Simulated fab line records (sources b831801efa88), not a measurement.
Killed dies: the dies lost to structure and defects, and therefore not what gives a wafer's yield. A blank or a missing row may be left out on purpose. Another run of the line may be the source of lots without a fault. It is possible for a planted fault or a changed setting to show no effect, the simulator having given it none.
2 desks, one fault | flow sky130 | each desk has only its own numbers; what lay behind them comes last

METROLOGY DESK
Means of the sampled wafers that have a number, per lot and without regard to the tool the lot ran on: this is what the gauges read. A lot is out of limits, marked OUT, if its mean lies more than 4 standard deviations from the usual mean; the brackets give that distance.
Columns: A = LI_CONTACT_W_THK at SKY_LI_CONTACT_THK_MEAS_23, usual 387 nm; B = LOCAL_INTERCONNECT_TIN_THK at SKY_LOCAL_INTERCONNECT_THK_MEAS_02, usual 99.8 nm
lot  | first seen here | A   | B
L725 | day 28 09:38    | 388 | 99.3
L726 | day 29 03:32    | 392 | 99.7
L727 | day 29 17:02    | 391 | 101.7
L729 | day 30 05:04    | 395 | 99.0
L733 | day 31 16:14    | 380 | 100.5
L734 | day 32 17:48    | 395 | 100.4
L735 | day 33 00:20    | 386 | 97.4
L736 | day 33 01:20    | 388 | 99.2
L741 | day 34 09:43    | 383 | 101.2
L742 | day 34 20:24    | 396 | 100.2
L744 | day 35 07:20    | 392 | 99.8
L745 | day 35 13:23    | 397 | 101.3
L747 | day 36 06:13    | 392 | 99.4
This desk's finding: nothing out of limits on any of the 13 lots.

DESK OF THE TOOL OWNER: litho-track-02
The tool's own readings at SKY_POLY_CUT_SOFTBAKE_04 (time 90 s): means of the sampled wafers that have a number, for each lot that ran on this tool. A lot is out of limits, marked OUT, if its mean lies more than 4 standard deviations from the usual mean; the brackets give that distance.
Columns: A = heater-power-total-W at SKY_POLY_CUT_SOFTBAKE_04, usual 57.37 W; B = run-length-s at SKY_POLY_CUT_SOFTBAKE_04, usual 119.13 s
lot  | first seen here | A               | B
L727 | day 24 10:00    | 57.30           | 119.41
L734 | day 27 10:00    | 59.09 (+16) OUT | 111.01 (-32) OUT
L735 | day 27 17:00    | 59.13 (+16) OUT | 111.00 (-33) OUT
L744 | day 30 01:00    | 57.43           | 119.41
This desk's finding: out of limits on L734, L735; first on L734, day 27 10:00 (heater-power-total-W at SKY_POLY_CUT_SOFTBAKE_04). In limits: L727, L744.

BROUGHT TOGETHER
On L734, L735, at day 27 10:00, an alarm was possible from the tool owner's desk.
Metrology desk: nothing out of limits seen.
The metrology desk holds a record of L734, L735, inside its limits.
Every lot named ran SKY_POLY_CUT_SOFTBAKE_04 on litho-track-02.

WHAT THE SIMULATOR HAD PUT IN
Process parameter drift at SKY_POLY_CUT_SOFTBAKE_04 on litho-track-02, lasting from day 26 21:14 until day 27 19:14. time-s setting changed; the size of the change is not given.
Shown lots that were struck: L734, L735.
Each desk's first reading out of limits, in hours after the fault started: the tool owner's desk, 13.
